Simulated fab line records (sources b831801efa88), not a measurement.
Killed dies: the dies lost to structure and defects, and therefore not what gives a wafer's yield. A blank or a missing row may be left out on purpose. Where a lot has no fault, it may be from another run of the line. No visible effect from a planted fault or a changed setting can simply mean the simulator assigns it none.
Matching of chambers | flow sky130 | SKY_VIA1_CMP_02 on cmp-01: 4 sister chambers
The step polishes SiO2. 18 wafers are shown with their chamber, then 9 later ones without.

== WAFERS, EACH WITH ITS CHAMBER ==
wafer  | chamber | motorCurrentA (A)
L648.1 | 3       | 12.8
L648.3 | 0       | 10.4
L648.5 | 2       | 12.5
L649.2 | 2       | 12.8
L649.3 | 1       | 11.5
L649.6 | 3       | 13.3
L650.1 | 2       | 12.2
L650.2 | 0       | 9.9
L650.6 | 0       | 10.2
L652.1 | 0       | 10.6
L652.2 | 1       | 11.0
L652.3 | 3       | 13.3
L654.3 | 1       | 11.2
L654.4 | 0       | 10.2
L654.5 | 1       | 11.5
L656.1 | 2       | 12.5
L656.2 | 1       | 11.5
L656.3 | 0       | 10.3

SIGNATURES (means of the wafers above)
reading       | chamber 0 | chamber 1 | chamber 2 | chamber 3 | scatter within a chamber
motorCurrentA | 10.267    | 11.340    | 12.500    | 13.133    | 0.244
Rule: a wafer's distance from a chamber is the root of the sum, over the readings, of the square of ((its reading less the chamber's mean) divided by the reading's scatter). The wafer belongs to the nearest chamber; if the next one is less than 2 further off, it can't be placed. The scatter is the square root of a quotient: the sum, over the shown wafers, of each reading's squared deviation from its chamber's mean, divided by wafers minus chambers.

== WAFERS WITHOUT THEIR CHAMBER ==
wafer  | motorCurrentA (A)
L657.1 | 11.7
L657.3 | 11.9
L657.6 | 11.3
L659.1 | 13.4
L659.5 | 11.7
L659.6 | 11.5
L660.2 | 11.8
L660.4 | 10.0
L660.5 | 11.9

== CHAMBER TAKEN BY EACH ==
wafer  | from the rows above     | in truth
L657.1 | can't be placed: 1 or 2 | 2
L657.3 | can't be placed: 1 or 2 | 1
L657.6 | 1                       | 1
L659.1 | 3                       | 3
L659.5 | can't be placed: 1 or 2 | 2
L659.6 | 1                       | 1
L660.2 | can't be placed: 1 or 2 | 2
L660.4 | 0                       | 0
L660.5 | can't be placed: 1 or 2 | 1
4 of 9 placed correctly. Can't be placed from these rows: 5 (the true chamber is among the candidates in 5). Wrongly placed: 0.
